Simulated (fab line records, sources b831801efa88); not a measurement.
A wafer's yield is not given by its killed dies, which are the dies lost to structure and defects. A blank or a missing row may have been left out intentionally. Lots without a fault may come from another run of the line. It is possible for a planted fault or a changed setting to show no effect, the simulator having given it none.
Chamber matching + flow sky130 + 4 sister chambers for SKY_CONTACT_CMP_27 on cmp-02
The step polishes, stops on SiO2, t overpolish 15 s, target thk 0 nm. 8 wafers are shown with their chamber, then 7 later ones without.

== WAFERS WITH THEIR CHAMBER ==
| wafer  | chamber | motor-current-A (A) | overpolish-run-s (s) |
|--------|---------|---------------------|----------------------|
| L244.2 | 0       | 10.6                | 14.980               |
| L251.5 | 3       | 11.1                | 15.013               |
| L251.6 | 2       | 11.8                | 15.007               |
| L253.1 | 3       | 11.0                | 15.002               |
| L253.5 | 1       | 8.3                 | 15.003               |
| L253.6 | 2       | 12.4                | 14.989               |
| L254.3 | 0       | 10.6                | 14.991               |
| L254.4 | 1       | 8.8                 | 14.988               |

== WAFERS WITH NO CHAMBER GIVEN ==
| wafer  | motor-current-A (A) | overpolish-run-s (s) |
|--------|---------------------|----------------------|
| L254.5 | 10.4                | 14.997               |
| L258.3 | 11.0                | 15.005               |
| L258.4 | 8.4                 | 15.001               |
| L258.5 | 12.1                | 15.001               |
| L259.3 | 11.6                | 14.997               |
| L259.5 | 8.7                 | 14.995               |
| L259.6 | 11.2                | 14.993               |

== EACH ONE'S CHAMBER ==
| wafer  | from the rows above          | in truth |
|--------|------------------------------|----------|
| L254.5 | can't be placed: 0 or 3      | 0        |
| L258.3 | 3                            | 3        |
| L258.4 | 1                            | 1        |
| L258.5 | 2                            | 2        |
| L259.3 | can't be placed: 2 or 3 or 0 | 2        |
| L259.5 | 1                            | 1        |
| L259.6 | can't be placed: 3 or 0 or 2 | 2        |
4 of 7 placed correctly. Unplaceable from these rows: 3, with the true chamber sitting among the candidates in 3. 0 placed wrongly.
How it was worked out, from the rows above alone: a wafer's distance from a chamber is the root of the sum, over the readings, of the square of ((its reading less the chamber's mean) divided by the reading's scatter). The wafer belongs to the nearest chamber; if the next one is less than 2 further off, it can't be placed. The mean given for a chamber averages the wafers shown for that chamber. The scatter: take each reading less its chamber's mean, square it, sum over the shown wafers, divide by the number of wafers less the number of chambers, and take the root.
